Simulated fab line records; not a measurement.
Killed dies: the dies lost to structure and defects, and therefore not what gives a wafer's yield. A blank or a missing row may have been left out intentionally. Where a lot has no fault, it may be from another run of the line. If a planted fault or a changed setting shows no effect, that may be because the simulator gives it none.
Comparing a struck lot with a sound one / flow sky130 / 17 out of 708 route steps
Sound: the wafers L865.1, L865.2, L865.5. Struck: wafers L875.1, L875.5, L875.6. At the end, the cause is stated.
Each step with rows lists, per side, the tool, then ch with its chambers, then its first start. Under that, the readings that differ: sound wafers / struck wafers / difference of the means / sigmas: that difference in standard deviations of wafers without a fault.
alike: same words and numbers on both sides, and readings whose means sit less than 2 such deviations apart. not compared: any withheld reading, any reading some wafer has no value for, any bound like >300 that may hide the same value, and any number with overlapping values for which the record gives no deviation.
Wherever a step has rows on one side only, a row that says differs or no value, or a row with sigmas, the two part there. Non-overlapping numbers with no deviation appear without sigmas and do not part them. A reading missing from all wafers of one side parts the sides only when that side holds two or more wafers.

SKY_LDD_P_OVL_MEAS_08:
  sound: overlay-01 at day 18 16:55; struck: overlay-02 at day 22 18:10
  alike: LDD_P_OVL
then, 1 step without rows for these wafers: SKY_LDD_P_IMPLANT_09.
SKY_LDD_P_STRIP_10: strips in O2/N2.
  sound on plasmaAsher-02 ch 0,1, day 18 17:07; struck on plasmaAsher-01 ch 0,1, day 22 18:20
  alike: chamberPressureMTorr, drypumpMotorCurrentA, oesProductAu, stripTimeToEndpointS
  not compared: rfHoursCounterH
SKY_LDD_P_TW_MEAS_11:
  sound: filmMetro-02 at day 18 17:13; struck: filmMetro-02 at day 22 18:26
  alike: LDD_P_TW
then, 7 steps without rows for these wafers: SKY_LDD_HVN_DEHYDRATE_00 (time 60 s); SKY_LDD_HVN_HMDS_01 (prime time 60 s); SKY_LDD_HVN_COAT_02 (resist thk 300 nm); SKY_LDD_HVN_SOFTBAKE_03 (time 60 s); SKY_LDD_HVN_EXPOSE_04 (exposes mask HVNTM, target cd 700 nm); SKY_LDD_HVN_PEB_05; SKY_LDD_HVN_DEVELOP_06 (develop time 60 s).
SKY_LDD_HVN_OVL_MEAS_07:
  sound: overlay-02 at day 19 23:41; struck: overlay-02 at day 24 00:49
  alike: LDD_HVN_OVL
SKY_LDD_HVN_IMPLANT_08:
  sound on implanter-01 ch 0, day 19 23:43; struck on implanter-03 ch 0, day 24 00:52
reading=implantIonAmu; sound=31 31 31; struck=75 75 75; difference=+44; sigmas=
reading=model.implant.rpNm (nm); sound=55.73 55.73 55.73; struck=29.19 29.19 29.19; difference=-26.54; sigmas=
reading=model.implant.drpNm (nm); sound=28.15 28.15 28.15; struck=14.61 14.61 14.61; difference=-13.54; sigmas=
SKY_LDD_HVN_STRIP_09: strips in O2/N2.
  sound on plasmaAsher-03 ch 0,1, day 19 23:52; struck on plasmaAsher-01 ch 0,1, day 24 01:01
  alike: chamberPressureMTorr, drypumpMotorCurrentA, oesProductAu, stripTimeToEndpointS
  not compared: rfHoursCounterH
SKY_LDD_HVN_TW_MEAS_10:
  sound: filmMetro-02 at day 19 23:58; struck: filmMetro-01 at day 24 01:07
reading=LDD_HVN_TW; sound=1433 1441 1439; struck=1886 1876 1885; difference=+445; sigmas=+30
then, 1 step without rows for these wafers: SKY_LDD_HVP_DEHYDRATE_00 (time 60 s).
-- here the record skips 24 days between the struck wafers' starts before and after, leaving off in module LDD_HVP and picking up in module PAD_OPEN (first step shown: number 708 of the route) --
SKY_PAD_OPEN_PROBE_99:
  sound: prober-02 at day 45 11:03; struck: prober-02 at day 48 02:48
reading=killed_at_M0_to_M3; sound=58 63 59; struck=46 40 42; difference=-17; sigmas=-2
reading=model.etest.tip_n_5v.rsOhmSq; sound=1389 1377 1395; struck=1761 1760 1758; difference=+373; sigmas=
reading=model.etest.nfetG5v0d10v5.rOnOhmUm; sound=1904 1933 1876; struck=2021 1998 2022; difference=+109; sigmas=
reading=model.etest.nfetG5v0d10v5.driveUaUm; sound=597.4 593.6 593.9; struck=562 566 566.6; difference=-30; sigmas=
reading=model.etest.nfet_05v0_nvt.driveUaUm; sound=566.8 565.5 574.6; struck=552 556.2 549.7; difference=-16; sigmas=
reading=model.etest.ring_5v.delayPs; sound=45.22 45.4 45.14; struck=47.06 46.39 46.27; difference=+1.32; sigmas=
reading=model.etest.nfet_05v0_nvt.offLog10AUm; sound=-10.92 -10.71 -11; struck=-11.25 -11.4 -11.35; difference=-0.46; sigmas=
  alike: killed_at_M4_up, killedAtContacts, killedAtFrontEnd, killedAtOther, killedDies, killedOpen, killedShort
  not compared: model.etest.tip_n_5v.rsOhmSqRange, model.etest.resNdiffHv.rsOhmSq

## WHERE THEY PART
Earliest at SKY_LDD_HVN_TW_MEAS_10; latest, in this record, at SKY_PAD_OPEN_PROBE_99.

WHY: whatever the simulator had introduced
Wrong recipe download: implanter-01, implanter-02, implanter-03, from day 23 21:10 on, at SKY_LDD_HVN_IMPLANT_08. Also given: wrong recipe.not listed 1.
